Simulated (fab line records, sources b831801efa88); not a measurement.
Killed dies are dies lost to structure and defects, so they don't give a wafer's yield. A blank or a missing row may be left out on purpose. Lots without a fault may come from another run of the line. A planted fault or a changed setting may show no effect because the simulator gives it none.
Which tool did it? | flow sky130 | 7 lots, 21 wafers sampled, at 2 steps of a route of 708

WHAT THE GAUGES READ, wafer by wafer
SKY_VIA3_RS_MEAS_22: measures by four-point-probe.
lot  | measured     | on            | VIA3_W_RS (ohm/sq)
L537 | day 40 06:42 | film_metro-04 | 0.2989 0.2931 0.2971
L539 | day 40 12:23 | film_metro-01 | 0.2941 0.2933 0.2929
L550 | day 43 18:46 | film_metro-01 | 0.2908 0.2920 0.2890
L552 | day 44 06:34 | film_metro-04 | 0.2965 0.2920 0.2934
L554 | day 44 16:07 | film_metro-04 | 0.2956 0.2911 0.2933
L556 | day 45 23:11 | film_metro-03 | 0.2927 0.2928 0.2950
L557 | day 45 23:56 | film_metro-04 | 0.2940 0.2963 0.2910

WHICH TOOL RAN EACH LOT (tool, then ch and the chambers of the sampled wafers, then the start)
lot  | SKY_VIA3_ETCH_15
L537 | rie_diel-03 ch 0,1,3, day 40 05:44
L539 | rie_diel-02 ch 0,1,2, day 40 11:31
L550 | rie_diel-02 ch 2,3, day 43 17:56
L552 | rie_diel-02 ch 0,3, day 44 05:41
L554 | rie_diel-02 ch 2,3, day 44 15:13
L556 | rie_diel-03 ch 0,1, day 45 22:20
L557 | rie_diel-03 ch 0,2,3, day 45 23:04
- SKY_VIA3_ETCH_15: etches SiO2 in C4F8/O2/Ar, stops on TiN, target depth 507 nm, time 78 s.

THE ANSWER, worked out from the rows above alone
Rule: what is usual is taken from the lots themselves. Put in order of their means at a reading, lots are off if they are a third of the lots or fewer, leave a main group of 4 or more, and stand apart from it by a gap of 3 or more times the standard deviation of the main group's means; of several such gaps the widest counts. A main group whose means are all the same, to the digits that the tables above print for the reading, isn't used. A lot without any number at a reading at which 4 lots or more have one is off too. The other lots that the step has rows for count as sound.
No lot is off at any reading shown: from this, nothing can be told.

WHAT THE SIMULATOR HAD PUT IN
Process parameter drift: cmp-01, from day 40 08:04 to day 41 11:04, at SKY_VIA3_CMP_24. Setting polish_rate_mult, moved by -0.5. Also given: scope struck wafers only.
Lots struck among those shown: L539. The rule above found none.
